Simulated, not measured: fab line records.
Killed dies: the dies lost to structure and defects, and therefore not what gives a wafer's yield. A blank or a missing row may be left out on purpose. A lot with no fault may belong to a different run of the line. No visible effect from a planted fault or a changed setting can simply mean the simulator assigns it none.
Which of the tools did it? | flow sky130 | 21 wafers from 7 lots sampled at 2 of the route's 708 steps

== WHAT EACH GAUGE READ, for each wafer ==
SKY_LDD_P_CD_MEAS_07: the cd target is 380 nm.
lot  | measured     | on        | cd_nm (nm)
L293 | day 20 01:40 | cd_sem-02 | 376.4 375.7 377.9
L296 | day 21 03:32 | cd_sem-02 | 382.7 381.1 382.6
L297 | day 21 22:17 | cd_sem-02 | 381.4 380.6 380.9
L301 | day 22 09:08 | cd_sem-01 | 376.3 377.7 379.2
L309 | day 25 08:35 | cd_sem-01 | 378.1 380.5 379.0
L312 | day 26 06:49 | cd_sem-01 | 375.9 374.7 376.4
L315 | day 27 02:00 | cd_sem-01 | 377.0 374.9 378.8

== WHICH TOOL RAN EACH LOT (tool, then ch and the chambers of the sampled wafers, then the start) ==
lot  | SKY_POLY_GATE_ETCH_16
L293 | rie_diel-03 ch 0,1,2, day 17 08:24
L296 | rie_diel-03 ch 0,1,2, day 18 09:22
L297 | rie_diel-04 ch 0,1,3, day 19 04:21
L301 | rie_diel-04 ch 0,1,3, day 19 16:08
L309 | rie_diel-03 ch 2,3, day 22 17:37
L312 | rie_diel-04 ch 0,2, day 23 15:44
L315 | rie_diel-03 ch 0,2,3, day 24 11:32
- SKY_POLY_GATE_ETCH_16: etches Si3N4 in CH3F/O2, stops on poly-Si, time 147.5 s, target depth 75 nm.

== THE ANSWER, worked out from the rows above alone ==
Rule: usual is defined by the lots themselves. The widest of any qualifying gaps counts: lots, ordered by their means at a reading, are off when they make up no more than a third of the lots, leave a main group of 4 or more, and stand apart from it by 3 or more times the standard deviation of that group's means. If all means in a main group match to the digits the tables above print for the reading, that group is not used. Also off: a lot with no number at a reading for which 4 or more lots have one. The other lots that the step has rows for count as sound.
No lot is off on any of the readings shown, so nothing can be concluded from this.

== WHAT THE SIMULATOR PUT IN ==
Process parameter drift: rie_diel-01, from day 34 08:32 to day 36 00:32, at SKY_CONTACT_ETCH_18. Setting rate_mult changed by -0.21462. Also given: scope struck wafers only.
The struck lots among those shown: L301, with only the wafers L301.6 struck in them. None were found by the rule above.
